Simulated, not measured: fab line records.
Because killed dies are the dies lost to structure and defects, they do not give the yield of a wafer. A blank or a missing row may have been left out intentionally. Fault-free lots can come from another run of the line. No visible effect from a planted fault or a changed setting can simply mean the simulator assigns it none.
Which tool is to blame? || flow sky130 || 13 lots with 39 wafers sampled at 5 steps, on a route of 708 steps

== WHAT THE GAUGES READ, wafer by wafer ==
SKY_VT_ADJUST_NCORE_CD_MEAS_07 targets a cd of 380 nm. Usual: cdNm 380.1 nm, standard deviation 2.7.
{"lot": "L694", "measured": "day 8 21:47", "on": "cdSem-02", "cdNm (nm)": "380.3 380.0 380.4", "flag": ""}
{"lot": "L695", "measured": "day 9 17:30", "on": "cdSem-02", "cdNm (nm)": "379.8 378.3 377.2", "flag": ""}
{"lot": "L697", "measured": "day 9 17:50", "on": "cdSem-01", "cdNm (nm)": "378.8 378.3 376.5", "flag": ""}
{"lot": "L696", "measured": "day 9 19:20", "on": "cdSem-01", "cdNm (nm)": "376.3 376.1 374.1", "flag": ""}
{"lot": "L700", "measured": "day 10 13:20", "on": "cdSem-02", "cdNm (nm)": "374.4 378.3 376.7", "flag": ""}
{"lot": "L702", "measured": "day 10 20:35", "on": "cdSem-02", "cdNm (nm)": "382.1 381.2 383.9", "flag": ""}
{"lot": "L704", "measured": "day 11 11:32", "on": "cdSem-01", "cdNm (nm)": "262.1 261.7 261.3", "flag": "OFF"}
{"lot": "L705", "measured": "day 11 21:42", "on": "cdSem-01", "cdNm (nm)": "254.6 255.6 257.6", "flag": "OFF"}
{"lot": "L709", "measured": "day 13 04:49", "on": "cdSem-02", "cdNm (nm)": "379.9 381.5 380.2", "flag": ""}
{"lot": "L710", "measured": "day 13 14:11", "on": "cdSem-01", "cdNm (nm)": "381.1 383.2 381.5", "flag": ""}
{"lot": "L714", "measured": "day 14 17:49", "on": "cdSem-02", "cdNm (nm)": "378.9 380.4 376.5", "flag": ""}
{"lot": "L716", "measured": "day 15 04:41", "on": "cdSem-01", "cdNm (nm)": "381.4 382.7 381.1", "flag": ""}
{"lot": "L717", "measured": "day 15 10:01", "on": "cdSem-02", "cdNm (nm)": "378.1 379.6 380.2", "flag": ""}

SKY_SONOS_TUNNEL_CD_MEAS_07 targets a cd of 410 nm. Usual: cdNm 409.9 nm, standard deviation 2.
{"lot": "L694", "measured": "day 11 17:53", "on": "cdSem-01", "cdNm (nm)": "409.1 411.3 410.6", "flag": ""}
{"lot": "L695", "measured": "day 12 15:49", "on": "cdSem-02", "cdNm (nm)": "406.7 410.2 409.5", "flag": ""}
{"lot": "L697", "measured": "day 12 16:23", "on": "cdSem-02", "cdNm (nm)": "411.3 410.8 412.7", "flag": ""}
{"lot": "L696", "measured": "day 12 18:56", "on": "cdSem-02", "cdNm (nm)": "409.8 409.9 407.8", "flag": ""}
{"lot": "L700", "measured": "day 13 16:26", "on": "cdSem-01", "cdNm (nm)": "412.1 412.1 414.0", "flag": ""}
{"lot": "L702", "measured": "day 13 23:08", "on": "cdSem-01", "cdNm (nm)": "411.1 410.0 408.3", "flag": ""}
{"lot": "L704", "measured": "day 14 17:53", "on": "cdSem-01", "cdNm (nm)": "409.0 409.2 409.8", "flag": ""}
{"lot": "L705", "measured": "day 15 05:36", "on": "cdSem-01", "cdNm (nm)": "407.8 411.2 407.4", "flag": ""}
{"lot": "L709", "measured": "day 16 15:32", "on": "cdSem-01", "cdNm (nm)": "410.6 413.0 411.8", "flag": ""}
{"lot": "L710", "measured": "day 17 01:47", "on": "cdSem-01", "cdNm (nm)": "409.2 411.1 409.4", "flag": ""}
{"lot": "L714", "measured": "day 18 07:02", "on": "cdSem-02", "cdNm (nm)": "405.7 407.1 408.1", "flag": ""}
{"lot": "L716", "measured": "day 18 18:48", "on": "cdSem-01", "cdNm (nm)": "406.8 405.5 408.3", "flag": ""}
{"lot": "L717", "measured": "day 19 02:10", "on": "cdSem-01", "cdNm (nm)": "410.3 408.5 409.4", "flag": ""}

SKY_SONOS_ONO_THK_MEAS_03. Usual: for SONOS_ONO_CVD_02_THK the level is 10.42 nm and the standard deviation is 0.12.
{"lot": "L694", "measured": "day 11 22:50", "on": "filmMetro-03", "SONOS_ONO_CVD_02_THK (nm)": "10.45 10.54 10.63", "flag": ""}
{"lot": "L695", "measured": "day 12 20:32", "on": "filmMetro-03", "SONOS_ONO_CVD_02_THK (nm)": "10.51 10.57 10.63", "flag": ""}
{"lot": "L697", "measured": "day 12 20:34", "on": "filmMetro-02", "SONOS_ONO_CVD_02_THK (nm)": "10.38 10.41 10.29", "flag": ""}
{"lot": "L696", "measured": "day 12 23:37", "on": "filmMetro-02", "SONOS_ONO_CVD_02_THK (nm)": "10.55 10.59 10.50", "flag": ""}
{"lot": "L700", "measured": "day 13 19:55", "on": "filmMetro-02", "SONOS_ONO_CVD_02_THK (nm)": "10.49 10.48 10.45", "flag": ""}
{"lot": "L702", "measured": "day 14 02:32", "on": "filmMetro-02", "SONOS_ONO_CVD_02_THK (nm)": "10.33 10.27 10.35", "flag": ""}
{"lot": "L704", "measured": "day 14 23:46", "on": "filmMetro-02", "SONOS_ONO_CVD_02_THK (nm)": "10.42 10.28 10.40", "flag": ""}
{"lot": "L705", "measured": "day 15 11:02", "on": "filmMetro-03", "SONOS_ONO_CVD_02_THK (nm)": "10.34 10.34 10.46", "flag": ""}
{"lot": "L709", "measured": "day 16 21:49", "on": "filmMetro-03", "SONOS_ONO_CVD_02_THK (nm)": "10.39 10.48 10.38", "flag": ""}
{"lot": "L710", "measured": "day 17 08:23", "on": "filmMetro-03", "SONOS_ONO_CVD_02_THK (nm)": "10.35 10.40 10.34", "flag": ""}
{"lot": "L714", "measured": "day 18 12:57", "on": "filmMetro-01", "SONOS_ONO_CVD_02_THK (nm)": "10.31 10.28 10.37", "flag": ""}
{"lot": "L716", "measured": "day 19 03:07", "on": "filmMetro-01", "SONOS_ONO_CVD_02_THK (nm)": "10.35 10.32 10.35", "flag": ""}
{"lot": "L717", "measured": "day 19 08:00", "on": "filmMetro-01", "SONOS_ONO_CVD_02_THK (nm)": "10.50 10.57 10.53", "flag": ""}

== EACH LOT AND THE TOOL THAT RAN IT (in order: tool; ch and the chambers of the sampled wafers; start) ==
{"lot": "L694", "SKY_VT_ADJUST_LVTN_STRIP_20": "plasmaAsher-02 ch 0,1, day 8 00:43", "SKY_VT_ADJUST_NCORE_DEVELOP_06": "lithoTrack-01 ch 0, day 8 21:38"}
{"lot": "L695", "SKY_VT_ADJUST_LVTN_STRIP_20": "plasmaAsher-03 ch 0,1, day 8 20:01", "SKY_VT_ADJUST_NCORE_DEVELOP_06": "lithoTrack-01 ch 0, day 9 17:21"}
{"lot": "L697", "SKY_VT_ADJUST_LVTN_STRIP_20": "plasmaAsher-02 ch 0,1, day 8 20:06", "SKY_VT_ADJUST_NCORE_DEVELOP_06": "lithoTrack-01 ch 0, day 9 17:42"}
{"lot": "L696", "SKY_VT_ADJUST_LVTN_STRIP_20": "plasmaAsher-03 ch 0,1, day 8 21:19", "SKY_VT_ADJUST_NCORE_DEVELOP_06": "lithoTrack-01 ch 0, day 9 19:11"}
{"lot": "L700", "SKY_VT_ADJUST_LVTN_STRIP_20": "plasmaAsher-02 ch 0,1, day 9 15:49", "SKY_VT_ADJUST_NCORE_DEVELOP_06": "lithoTrack-01 ch 0, day 10 13:11"}
{"lot": "L702", "SKY_VT_ADJUST_LVTN_STRIP_20": "plasmaAsher-02 ch 0,1, day 9 21:55", "SKY_VT_ADJUST_NCORE_DEVELOP_06": "lithoTrack-04 ch 0, day 10 20:26"}
{"lot": "L704", "SKY_VT_ADJUST_LVTN_STRIP_20": "plasmaAsher-01 ch 0,1, day 10 12:19", "SKY_VT_ADJUST_NCORE_DEVELOP_06": "lithoTrack-01 ch 0, day 11 11:23"}
{"lot": "L705", "SKY_VT_ADJUST_LVTN_STRIP_20": "plasmaAsher-02 ch 0,1, day 10 21:55", "SKY_VT_ADJUST_NCORE_DEVELOP_06": "lithoTrack-01 ch 0, day 11 21:33"}
{"lot": "L709", "SKY_VT_ADJUST_LVTN_STRIP_20": "plasmaAsher-03 ch 0,1, day 12 02:37", "SKY_VT_ADJUST_NCORE_DEVELOP_06": "lithoTrack-02 ch 0, day 13 04:40"}
{"lot": "L710", "SKY_VT_ADJUST_LVTN_STRIP_20": "plasmaAsher-01 ch 0,1, day 12 12:28", "SKY_VT_ADJUST_NCORE_DEVELOP_06": "lithoTrack-04 ch 0, day 13 14:02"}
{"lot": "L714", "SKY_VT_ADJUST_LVTN_STRIP_20": "plasmaAsher-03 ch 0,1, day 13 14:40", "SKY_VT_ADJUST_NCORE_DEVELOP_06": "lithoTrack-02 ch 0, day 14 17:40"}
{"lot": "L716", "SKY_VT_ADJUST_LVTN_STRIP_20": "plasmaAsher-03 ch 0,1, day 14 01:34", "SKY_VT_ADJUST_NCORE_DEVELOP_06": "lithoTrack-02 ch 0, day 15 04:32"}
{"lot": "L717", "SKY_VT_ADJUST_LVTN_STRIP_20": "plasmaAsher-03 ch 0,1, day 14 06:45", "SKY_VT_ADJUST_NCORE_DEVELOP_06": "lithoTrack-02 ch 0, day 15 09:52"}
- SKY_VT_ADJUST_LVTN_STRIP_20: strips in O2/N2.
- SKY_VT_ADJUST_NCORE_DEVELOP_06: develop time 60 s.

== WHAT THE TOOLS THEMSELVES READ (means of the sampled wafers that have a number; where no wafer has one, the mark that the record gives instead) ==
SKY_VT_ADJUST_LVTN_STRIP_20. Usual: drypumpMotorCurrentA 5.6 A, standard deviation 0.56; oesProductAu 0.716 a.u., standard deviation 0.0047; stripTimeToEndpointS 14.19 s, standard deviation 0.031.
{"lot": "L694", "tool": "plasmaAsher-02", "drypumpMotorCurrentA (A)": 5.0, "oesProductAu (a.u.)": 0.723, "stripTimeToEndpointS (s)": 14.13, "flag": ""}
{"lot": "L695", "tool": "plasmaAsher-03", "drypumpMotorCurrentA (A)": 5.6, "oesProductAu (a.u.)": 0.717, "stripTimeToEndpointS (s)": 14.18, "flag": ""}
{"lot": "L697", "tool": "plasmaAsher-02", "drypumpMotorCurrentA (A)": 5.0, "oesProductAu (a.u.)": 0.714, "stripTimeToEndpointS (s)": 14.19, "flag": ""}
{"lot": "L696", "tool": "plasmaAsher-03", "drypumpMotorCurrentA (A)": 5.6, "oesProductAu (a.u.)": 0.712, "stripTimeToEndpointS (s)": 14.18, "flag": ""}
{"lot": "L700", "tool": "plasmaAsher-02", "drypumpMotorCurrentA (A)": 5.0, "oesProductAu (a.u.)": 0.717, "stripTimeToEndpointS (s)": 14.19, "flag": ""}
{"lot": "L702", "tool": "plasmaAsher-02", "drypumpMotorCurrentA (A)": 5.0, "oesProductAu (a.u.)": 0.715, "stripTimeToEndpointS (s)": 14.17, "flag": ""}
{"lot": "L704", "tool": "plasmaAsher-01", "drypumpMotorCurrentA (A)": 6.2, "oesProductAu (a.u.)": 0.717, "stripTimeToEndpointS (s)": 14.19, "flag": ""}
{"lot": "L705", "tool": "plasmaAsher-02", "drypumpMotorCurrentA (A)": 5.0, "oesProductAu (a.u.)": 0.712, "stripTimeToEndpointS (s)": 14.17, "flag": ""}
{"lot": "L709", "tool": "plasmaAsher-03", "drypumpMotorCurrentA (A)": 5.9, "oesProductAu (a.u.)": 0.719, "stripTimeToEndpointS (s)": 14.19, "flag": ""}
{"lot": "L710", "tool": "plasmaAsher-01", "drypumpMotorCurrentA (A)": 6.2, "oesProductAu (a.u.)": 0.714, "stripTimeToEndpointS (s)": 14.20, "flag": ""}
{"lot": "L714", "tool": "plasmaAsher-03", "drypumpMotorCurrentA (A)": 5.6, "oesProductAu (a.u.)": 0.712, "stripTimeToEndpointS (s)": 14.23, "flag": ""}
{"lot": "L716", "tool": "plasmaAsher-03", "drypumpMotorCurrentA (A)": 5.9, "oesProductAu (a.u.)": 0.717, "stripTimeToEndpointS (s)": 14.24, "flag": ""}
{"lot": "L717", "tool": "plasmaAsher-03", "drypumpMotorCurrentA (A)": 5.9, "oesProductAu (a.u.)": 0.710, "stripTimeToEndpointS (s)": 14.16, "flag": ""}

SKY_VT_ADJUST_NCORE_DEVELOP_06. Usual: chillPlateTempC 23.00 C, standard deviation 0.1.
{"lot": "L694", "tool": "lithoTrack-01", "chillPlateTempC (C)": 22.98, "flag": ""}
{"lot": "L695", "tool": "lithoTrack-01", "chillPlateTempC (C)": 23.13, "flag": ""}
{"lot": "L697", "tool": "lithoTrack-01", "chillPlateTempC (C)": 23.07, "flag": ""}
{"lot": "L696", "tool": "lithoTrack-01", "chillPlateTempC (C)": 22.95, "flag": ""}
{"lot": "L700", "tool": "lithoTrack-01", "chillPlateTempC (C)": 23.06, "flag": ""}
{"lot": "L702", "tool": "lithoTrack-04", "chillPlateTempC (C)": 22.93, "flag": ""}
{"lot": "L704", "tool": "lithoTrack-01", "chillPlateTempC (C)": 22.86, "flag": ""}
{"lot": "L705", "tool": "lithoTrack-01", "chillPlateTempC (C)": 23.02, "flag": ""}
{"lot": "L709", "tool": "lithoTrack-02", "chillPlateTempC (C)": 22.99, "flag": ""}
{"lot": "L710", "tool": "lithoTrack-04", "chillPlateTempC (C)": 22.99, "flag": ""}
{"lot": "L714", "tool": "lithoTrack-02", "chillPlateTempC (C)": 22.91, "flag": ""}
{"lot": "L716", "tool": "lithoTrack-02", "chillPlateTempC (C)": 22.99, "flag": ""}
{"lot": "L717", "tool": "lithoTrack-02", "chillPlateTempC (C)": 23.05, "flag": ""}

== THE ANSWER, worked out from the rows above alone ==
Rule: lot off if the mean of its wafers having a number is beyond 3 standard deviations from the usual mean. A lot without any number at a reading at which 4 lots or more have one is off too. Where the step has rows for the other lots, those lots are counted as sound. Order of review: gauges by route order, followed by the tools' own readings, for which a lot's mean as printed above is used. The first step at which some lot is off is used, and at that step the reading that is off furthest; a lot without a number counts as furthest.
Off at SKY_VT_ADJUST_NCORE_CD_MEAS_07 (cdNm): L704, L705.
A tool fits if, at a process step before that reading, it ran every lot that is off, and no sound lot after the first of them. Gauges at SKY_VT_ADJUST_NCORE_CD_MEAS_07: tried the same way as those tools. One fits: SKY_VT_ADJUST_NCORE_DEVELOP_06 on lithoTrack-01. A fault onset in the window from L700 (day 10 13:11, its last sound lot) to L704 (day 11 11:23, its first lot off) fits.

== WHAT THE SIMULATOR HAD PUT IN ==
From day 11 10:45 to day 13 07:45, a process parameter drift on lithoTrack-01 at SKY_VT_ADJUST_NCORE_DEVELOP_06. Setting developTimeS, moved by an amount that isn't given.
Struck lots among those shown: L704, L705. The same result came from the rule above.
